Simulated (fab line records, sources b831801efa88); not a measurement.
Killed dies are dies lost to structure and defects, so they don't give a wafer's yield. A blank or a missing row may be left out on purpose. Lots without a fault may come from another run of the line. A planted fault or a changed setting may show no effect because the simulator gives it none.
Tool commonality check | flow gf180mcu | 12 lots, 36 wafers sampled

WHY IT WAS OPENED
At GF_M3_RS_MEAS_05 the reading M3_ALCU_RS is flagged on 2 of 12 lots. Wafers without a fault read 0.0696 ohm/sq, standard deviation 0.00092.
Rule: a lot is flagged when every wafer of it that has a number lies more than 4 standard deviations from that mean, or none has a number. The other lots count as sound.

lot  | measured     | on            | M3_ALCU_RS (ohm/sq), wafer by wafer | flag
L436 | day 20 08:20 | film_metro-01 | 0.0678 0.0684 0.0677                |
L438 | day 21 04:08 | film_metro-04 | 0.0701 0.0694 0.0693                |
L445 | day 23 14:09 | film_metro-04 | 7.2243 7.2848 7.2594                | FLAGGED
L446 | day 24 02:56 | film_metro-04 | 7.3162 7.3271 7.3010                | FLAGGED
L448 | day 24 17:10 | film_metro-01 | 0.0692 0.0682 0.0690                |
L449 | day 25 01:44 | film_metro-04 | 0.0687 0.0696 0.0699                |
L451 | day 25 15:56 | film_metro-04 | 0.0711 0.0699 0.0698                |
L455 | day 27 04:17 | film_metro-02 | 0.0696 0.0697 0.0697                |
L457 | day 27 08:15 | film_metro-02 | 0.0691 0.0699 0.0704                |
L458 | day 27 18:20 | film_metro-04 | 0.0697 0.0702 0.0697                |
L459 | day 28 05:50 | film_metro-02 | 0.0695 0.0688 0.0699                |
L453 | day 28 22:20 | film_metro-01 | 0.0693 0.0689 0.0701                |
The numbers of the flagged lots are 7.2855 ohm/sq on average: +7.2159 ohm/sq against the usual, or +99 or more standard deviations.

WHICH TOOL RAN EACH LOT
The record holds 1 process step before the reading, out of a route of 602 steps. In each cell: the tool, then ch and the chambers that the sampled wafers went through, then the start.
lot  | flag    | GF_M3_SPUTTER_02
L436 |         | pvd_sputter-04, day 20 08:14
L438 |         | pvd_sputter-04, day 21 04:02
L445 | FLAGGED | pvd_sputter-03, day 23 14:04
L446 | FLAGGED | pvd_sputter-04, day 24 02:50
L448 |         | pvd_sputter-03, day 24 17:04
L449 |         | pvd_sputter-03, day 25 01:37
L451 |         | pvd_sputter-02, day 25 15:50
L455 |         | pvd_sputter-03, day 27 04:11
L457 |         | pvd_sputter-03, day 27 08:10
L458 |         | pvd_sputter-03, day 27 18:14
L459 |         | pvd_sputter-04, day 28 05:44
L453 |         | pvd_sputter-02, day 28 22:15
What these steps do:
- GF_M3_SPUTTER_02: material AlCu, target thk 450 nm, time 23.9 s.
- GF_M3_RS_MEAS_05: measures by four-point-probe.

FLAGGED OVER TOTAL, TOOL BY TOOL (the gauges that took the reading come last)
step             | tool           | lots run | flagged | share of the flagged lots | sound lots run after its first flagged lot
GF_M3_SPUTTER_02 | pvd_sputter-02 | 2        | 0       | none                      | -
GF_M3_SPUTTER_02 | pvd_sputter-03 | 6        | 1       | some                      | 5 (L448,L449,L455,L457,L458)
GF_M3_SPUTTER_02 | pvd_sputter-04 | 4        | 1       | some                      | 1 (L459)
GF_M3_RS_MEAS_05 | film_metro-01  | 3        | 0       | none                      | -
GF_M3_RS_MEAS_05 | film_metro-02  | 3        | 0       | none                      | -
GF_M3_RS_MEAS_05 | film_metro-04  | 6        | 2       | all                       | 3 (L449,L451,L458)

WHAT THE TABLE ALLOWS
1 row of the table ran every flagged lot: film_metro-04 at GF_M3_RS_MEAS_05.
- film_metro-04 at GF_M3_RS_MEAS_05: 2 of its 6 lots flagged. Sound lots ran on it after the first flagged one (L449, L451, L458), which a lasting fault on the whole tool wouldn't allow.
No row of the table ran every flagged lot and no sound lot after the first.

WHAT THE SIMULATOR HAD PUT IN
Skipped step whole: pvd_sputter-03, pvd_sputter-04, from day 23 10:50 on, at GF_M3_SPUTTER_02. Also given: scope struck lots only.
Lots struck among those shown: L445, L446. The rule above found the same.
